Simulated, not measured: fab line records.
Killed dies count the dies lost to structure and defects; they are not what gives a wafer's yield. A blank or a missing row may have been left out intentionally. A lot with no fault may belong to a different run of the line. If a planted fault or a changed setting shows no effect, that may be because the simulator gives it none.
What tool caused it? -- flow sky130 -- 11 lots, 30 wafers sampled, at 1 step of a route of 708

WHAT THE GAUGES SHOWED, per wafer
SKY_METAL2_RS_MEAS_05: the measuring method here is four-point-probe. Usual: METAL2_ALCU_RS 0.1265 ohm/sq, standard deviation 0.0014.
lot,measured,on,METAL2_ALCU_RS (ohm/sq),flag
L437,day 34 01:11,film_metro-04,0.1245 0.1240 0.1255,
L439,day 34 12:04,film_metro-03,0.1278 0.1292 0.1263,
L440,day 35 01:34,film_metro-04,0.1284 0.1268 0.1265,
L441,day 35 14:02,film_metro-02,0.1237 0.1264 0.1243,
L444,day 36 07:51,film_metro-02,0.1259 0.1259 0.1266,
L447,day 37 09:13,film_metro-03,0.1264 0.1269 0.1270,
L448,day 37 22:53,film_metro-04,0.1236 0.1251,
L450,day 38 10:59,film_metro-02,0.1264 0.1275,
L452,day 38 23:07,film_metro-04,0.1273 0.1287,
L457,day 40 09:43,film_metro-04,0.1271 0.1258 0.1258,
L460,day 41 05:29,film_metro-04,0.1266 0.1263 0.1270,

WHICH TOOL RAN EACH LOT (tool, then ch and the chambers of the sampled wafers, then the start)
There is no process step in the record ahead of these readings.

WHAT THE TOOLS THEMSELVES READ (means of the sampled wafers that have a number; where no wafer has one, the mark that the record gives instead)
The record holds no such reading with a usual standard deviation.

THE ANSWER, worked out from the rows above alone
Rule: a lot counts as off when the mean over its wafers that have a number is more than 3 standard deviations away from the usual mean. Also off: a lot with no number at a reading for which 4 or more lots have one. Where the step has rows for the other lots, those lots are counted as sound. Order of review: gauges by route order, followed by the tools' own readings, for which a lot's mean as printed above is used. The first step at which some lot is off is used, and at that step the reading that is off furthest; a lot without a number counts as furthest.
No lot is off at any reading shown: from this, nothing can be told.

WHAT THE SIMULATOR HAD INSERTED
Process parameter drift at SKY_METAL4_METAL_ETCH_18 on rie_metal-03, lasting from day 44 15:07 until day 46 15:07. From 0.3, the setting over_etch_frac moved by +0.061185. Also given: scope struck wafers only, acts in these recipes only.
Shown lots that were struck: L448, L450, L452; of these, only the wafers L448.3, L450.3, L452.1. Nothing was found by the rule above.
